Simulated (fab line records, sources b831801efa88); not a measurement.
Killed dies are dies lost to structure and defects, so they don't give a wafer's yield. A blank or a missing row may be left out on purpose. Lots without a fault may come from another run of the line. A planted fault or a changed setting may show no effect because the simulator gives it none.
A struck lot beside a sound one | flow sky130 | 15 steps out of a route of 708
Sound: wafers L600.4, L600.5, L600.6. Struck: wafers L594.2, L594.3, L594.5. The cause comes at the end.
At each step with rows: each side's tool, then ch and its chambers, then its first start. Under that, the readings that differ: sound wafers | struck wafers | difference of the means | sigmas: that difference in standard deviations of wafers without a fault.
alike: readings whose means differ by less than 2 such deviations, and words and numbers that are the same on both sides. not compared: withheld readings, readings that some wafer has no value for, bounds like >300 that may hide the same value, and numbers for which the record gives no deviation and whose values overlap.
The two part at a step that has a row with sigmas, a row that says differs or no value, or rows on one side only. Numbers that don't overlap but have no deviation are shown without sigmas and don't part them. A reading that every wafer of one side lacks parts them only if that side has two wafers or more.

first, 1 step without rows for these wafers: SKY_VT_ADJUST_PCH_IMPLANT_08.
SKY_VT_ADJUST_PCH_STRIP_09: strips in O2/N2.
  sound on plasma_asher-04 ch 0,1, day 13 07:20; struck on plasma_asher-04 ch 0,1, day 11 09:09
  reading                      | sound             | struck            | difference | sigmas
  strip_time_to_endpoint_s (s) | 36.75 36.77 36.84 | 37.11 37.03 37.08 | +0.29      | +2
  alike: drypump_motor_current_A, n2_flow_sccm, oes_product_au
  not compared: rf_hours_counter_h
SKY_VT_ADJUST_PCH_TW_MEAS_10:
  sound on film_metro-04, day 13 07:26; struck on film_metro-03, day 11 09:16
  alike: VT_ADJUST_PCH_TW
then, 7 steps without rows for these wafers: SKY_SONOS_TUNNEL_DEHYDRATE_00 (time 60 s); SKY_SONOS_TUNNEL_HMDS_01 (prime time 60 s); SKY_SONOS_TUNNEL_COAT_02 (resist thk 1140 nm); SKY_SONOS_TUNNEL_SOFTBAKE_03 (time 60 s); SKY_SONOS_TUNNEL_EXPOSE_04 (exposes mask TUNM, target cd 410 nm); SKY_SONOS_TUNNEL_PEB_05; SKY_SONOS_TUNNEL_DEVELOP_06 (develop time 60 s).
SKY_SONOS_TUNNEL_CD_MEAS_07: target cd 410 nm.
  sound on cd_sem-02, day 14 09:13; struck on cd_sem-02, day 12 09:28
  reading    | sound             | struck            | difference | sigmas
  cd_nm (nm) | 408.8 408.4 408.3 | 419.9 417.7 417.2 | +9.8       | +3
SKY_SONOS_TUNNEL_OVL_MEAS_08:
  sound on overlay-01, day 14 09:17; struck on overlay-02, day 12 09:35
  reading               | sound       | struck         | difference | sigmas
  SONOS_TUNNEL_OVL (nm) | 2.7 2.7 2.7 | -0.2 -1.1 -0.1 | -3.2       | -2
SKY_SONOS_TUNNEL_IMPLANT_09:
  sound on implanter-01 ch 0, day 14 09:23; struck on implanter-02 ch 0, day 12 09:38
  reading                   | sound                | struck               | difference | sigmas
  beam_energy_keV           | 19.994 19.991 19.996 | 20.459 20.448 20.460 | +0.462     | +73
  model.implant.drp_nm (nm) | 28.34 28.34 28.34    | 28.8 28.8 28.8       | +0.5       |
then, 1 step without rows for these wafers: SKY_SONOS_TUNNEL_WET_ETCH_10 (etches SiO2 in dHF, target depth 14 nm, time 280 s).
-- the record jumps here: 35 days lie between the struck wafers' starts before and after (it left off in module SONOS_TUNNEL and takes up again in module PAD_OPEN, whose first step shown is number 708 of the route) --
SKY_PAD_OPEN_PROBE_99:
  sound on prober-02, day 48 19:00; struck on prober-01, day 47 02:20
  alike: killed_at_M0_to_M3, killed_at_M4_up, killed_at_contacts, killed_at_front_end, killed_at_other, killed_dies, killed_open, killed_short

WHERE THEY PART
First at SKY_VT_ADJUST_PCH_STRIP_09; last, within this record, at SKY_SONOS_TUNNEL_IMPLANT_09. Later steps at which nothing parts them and some readings are alike: SKY_PAD_OPEN_PROBE_99.

WHY: what the simulator had put in
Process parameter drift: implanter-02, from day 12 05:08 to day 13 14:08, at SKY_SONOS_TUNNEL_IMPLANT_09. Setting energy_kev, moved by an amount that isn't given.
